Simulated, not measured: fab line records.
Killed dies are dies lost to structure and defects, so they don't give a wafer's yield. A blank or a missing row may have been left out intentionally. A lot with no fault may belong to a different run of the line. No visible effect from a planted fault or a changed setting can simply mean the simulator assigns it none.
Which of the tools did it? | flow sky130 | Sampling: 6 lots, 18 wafers, 2 of 708 route steps

WHAT THE GAUGES READ, wafer by wafer
SKY_SD_N_RS_MEAS_17: the measuring method here is four-point-probe.
lot  | measured     | on            | SD_P_RS (ohm/sq)
L503 | day 29 03:37 | film-metro-01 | 145.4 145.4 145.7
L504 | day 29 11:30 | film-metro-01 | 146.2 146.4 146.0
L509 | day 31 01:04 | film-metro-02 | 145.2 145.4 145.4
L512 | day 33 08:08 | film-metro-01 | 145.5 145.7 146.0
L520 | day 34 05:46 | film-metro-01 | 145.4 145.1 145.2
L522 | day 34 19:15 | film-metro-02 | 146.0 146.1 145.7

WHICH TOOL RAN EACH LOT (tool, then ch and the chambers of the sampled wafers, then the start)
lot  | SKY_RES_XHIGH_IMPLANT_07
L503 | implanter-03 ch 0, day 27 22:57
L504 | implanter-04 ch 0, day 28 06:51
L509 | implanter-02 ch 0, day 29 20:31
L512 | implanter-03 ch 0, day 32 04:20
L520 | implanter-02 ch 0, day 33 01:39
L522 | implanter-02 ch 0, day 33 16:02
- SKY_RES_XHIGH_IMPLANT_07

THE ANSWER, worked out from the rows above alone
Rule: what is usual is taken from the lots themselves. The widest of any qualifying gaps counts: lots, ordered by their means at a reading, are off when they make up no more than a third of the lots, leave a main group of 4 or more, and stand apart from it by 3 or more times the standard deviation of that group's means. Not used: any main group whose means are identical at the precision the tables above print for the reading. Also off: a lot with no number at a reading for which 4 or more lots have one. All remaining lots with rows at the step are treated as sound.
No lot is off at any reading shown: from this, nothing can be told.

WHAT WAS PUT IN BY THE SIMULATOR
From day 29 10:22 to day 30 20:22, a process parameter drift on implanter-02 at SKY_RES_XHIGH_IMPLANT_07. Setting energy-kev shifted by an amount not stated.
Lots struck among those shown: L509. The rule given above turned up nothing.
